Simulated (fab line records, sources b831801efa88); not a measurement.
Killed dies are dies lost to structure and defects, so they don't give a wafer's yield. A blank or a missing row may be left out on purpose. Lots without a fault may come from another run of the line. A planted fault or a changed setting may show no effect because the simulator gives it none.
A struck lot beside a sound one | flow sky130 | 15 steps out of a route of 708
Sound: wafers L443.1, L443.5, L443.6. Struck: wafer L453.2. (L453.6 of the same lot was not struck and is left out.) The cause comes at the end.
At each step with rows: each side's tool, then ch and its chambers, then its first start. Under that, the readings that differ: sound wafers | struck wafers | difference of the means | sigmas: that difference in standard deviations of wafers without a fault.
alike: readings whose means differ by less than 2 such deviations, and words and numbers that are the same on both sides. not compared: withheld readings, readings that some wafer has no value for, bounds like >300 that may hide the same value, and numbers for which the record gives no deviation and whose values overlap.
The two part at a step that has a row with sigmas, a row that says differs or no value, or rows on one side only. Numbers that don't overlap but have no deviation are shown without sigmas and don't part them. A reading that every wafer of one side lacks parts them only if that side has two wafers or more.

SKY_METAL4_METAL_ETCH_18: etches the open film in Cl2/BCl3, stops on SiO2, target depth 845 nm, time 183.1 s.
  sound on rie_metal-01 ch 0, day 41 23:58; struck on rie_metal-02 ch 1, day 45 00:09
  alike: drypump_motor_current_A, mfc_cl2_sccm, oes_product_au, throttle_valve_pct
  not compared: rf_hours_counter_h
SKY_METAL4_STRIP_19: strips in O2/N2.
  sound on plasma_asher-02 ch 0,1, day 42 00:22; struck on plasma_asher-02 ch 0, day 45 00:27
  alike: drypump_motor_current_A, oes_product_au, strip_time_to_endpoint_s
  not compared: rf_hours_counter_h
then, 4 steps without rows for these wafers: SKY_METAL4_STRIP_20 (strips in post etch residue remover, time 1200 s); SKY_METAL4_CLEAN_21 (cleans in IPA, time 180 s); SKY_METAL4_CLEAN_22 (cleans in O3/DIW); SKY_VIA4_HDPCVD_00 (deposits SiO2, target thk 1750 nm, time 291.7 s).
SKY_VIA4_THK_MEAS_01:
  sound on film_metro-03, day 42 01:10; struck on film_metro-04, day 45 01:14
  alike: VIA4_HDPCVD_THK
SKY_VIA4_CMP_02: polishes SiO2.
  sound on cmp-02 ch 1,2, day 42 01:20; struck on cmp-02 ch 3, day 45 01:23
  alike: motor_current_A, slurry_filter_dp_kPa
SKY_VIA4_BOW_MEAS_03:
  sound on film_metro-01, day 42 01:35; struck on film_metro-04, day 45 01:39
  alike: VIA4_BOW
then, 3 steps without rows for these wafers: SKY_VIA4_DEHYDRATE_04 (time 60 s); SKY_VIA4_HMDS_05 (prime time 60 s); SKY_VIA4_COAT_06 (resist thk 1140 nm).
SKY_VIA4_SOFTBAKE_07: time 60 s.
  sound on litho_track-03 ch 0, day 42 14:20; struck on litho_track-04 ch 0, day 45 13:14
  reading          | sound             | struck | difference | sigmas
  run_length_s (s) | 89.28 89.23 89.12 | 91.00  | +1.79      | +13
then, 2 steps without rows for these wafers: SKY_VIA4_EXPOSE_08 (exposes mask VIM4, target cd 800 nm); SKY_PAD_OPEN_PROBE_99.

WHERE THEY PART
Only at SKY_VIA4_SOFTBAKE_07, within this record.

WHY: what the simulator had put in
Process parameter drift: litho_track-04, from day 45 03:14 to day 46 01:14, at SKY_VIA4_SOFTBAKE_07. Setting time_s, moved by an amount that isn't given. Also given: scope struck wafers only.
